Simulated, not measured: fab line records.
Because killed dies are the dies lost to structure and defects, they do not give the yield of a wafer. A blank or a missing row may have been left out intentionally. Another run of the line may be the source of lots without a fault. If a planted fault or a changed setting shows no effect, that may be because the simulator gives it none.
2 desks, one fault / flow sky130 / every desk sees just its own numbers, and what lay behind them comes last

TOOL OWNER'S DESK, plasma asher-04
The tool's own readings at SKY_SD_P_STRIP_10 (strips in O2/N2): means of the sampled wafers that have a number, for each lot that ran on this tool. Any lot whose mean is over 4 standard deviations away from the usual mean is out of limits and marked OUT; that distance is given in the brackets.
Columns: A = drypump motor current A at SKY_SD_P_STRIP_10, usual 5.5 A; B = oes product au at SKY_SD_P_STRIP_10, usual 0.619 a.u.; C = strip time to endpoint s at SKY_SD_P_STRIP_10, usual 17.45 s
lot=L489; first seen here=day 26 09:04; A=5.4; B=0.618; C=17.47
lot=L490; first seen here=day 26 11:19; A=5.8; B=0.618; C=17.47
lot=L496; first seen here=day 30 01:48; A=5.5; B=0.622; C=17.40
lot=L498; first seen here=day 31 04:22; A=5.6; B=0.618; C=17.45
lot=L500; first seen here=day 31 06:06; A=5.6; B=0.613; C=17.47
lot=L509; first seen here=day 32 19:46; A=5.4; B=0.636; C=-
This desk's finding: nothing out of limits on any of the 6 lots.

FROM THE METROLOGY DESK
What the gauges read for every lot (on any tool): the sampled wafers with a number, averaged. Any lot whose mean is over 4 standard deviations away from the usual mean is out of limits and marked OUT; that distance is given in the brackets.
Columns: A = RES_XHIGH_TW at SKY_RES_XHIGH_TW_MEAS_09, usual 1636; B = CONTACT_W_RS at SKY_CONTACT_RS_MEAS_25, usual 0.337 ohm/sq
lot=L488; first seen here=day 27 04:08; A=1622; B=0.340
lot=L489; first seen here=day 27 14:40; A=1641; B=0.340
lot=L490; first seen here=day 27 16:13; A=1625; B=0.339
lot=L491; first seen here=day 28 00:29; A=1632; B=0.340
lot=L492; first seen here=day 29 17:37; A=1644; B=0.337
lot=L494; first seen here=day 29 20:44; A=1640; B=0.337
lot=L493; first seen here=day 29 21:41; A=1612; B=0.330
lot=L497; first seen here=day 31 04:25; A=1641; B=0.340
lot=L496; first seen here=day 31 05:53; A=1636; B=0.343
lot=L498; first seen here=day 32 07:32; A=1633; B=0.335
lot=L500; first seen here=day 32 09:22; A=1639; B=0.333
lot=L505; first seen here=day 33 06:08; A=1636; B=0.329
lot=L509; first seen here=day 33 23:22; A=30 (-99 or more) OUT; B=0.334
This desk finds L509 out of limits, with the earliest case on L509 at day 33 23:22 (RES_XHIGH_TW at SKY_RES_XHIGH_TW_MEAS_09). L488, L489, L490, L491, L492, L494, L493, L497, L496, L498, L500, L505 stayed within limits.

TAKEN TOGETHER
The metrology desk could have raised an alarm at day 33 23:22, on L509.
The tool owner's desk saw nothing out of limits.
Tool owner's desk: L509 on record, inside its limits.
SKY_SD_P_STRIP_10 was run on plasma asher-04 by each of the lots named.

WHAT THE SIMULATOR PUT IN
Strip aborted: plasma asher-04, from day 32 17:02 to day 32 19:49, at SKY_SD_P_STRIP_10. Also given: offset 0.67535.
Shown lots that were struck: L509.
Time in hours between the start of the fault and the first out-of-limits reading at each desk: metrology desk, 30.
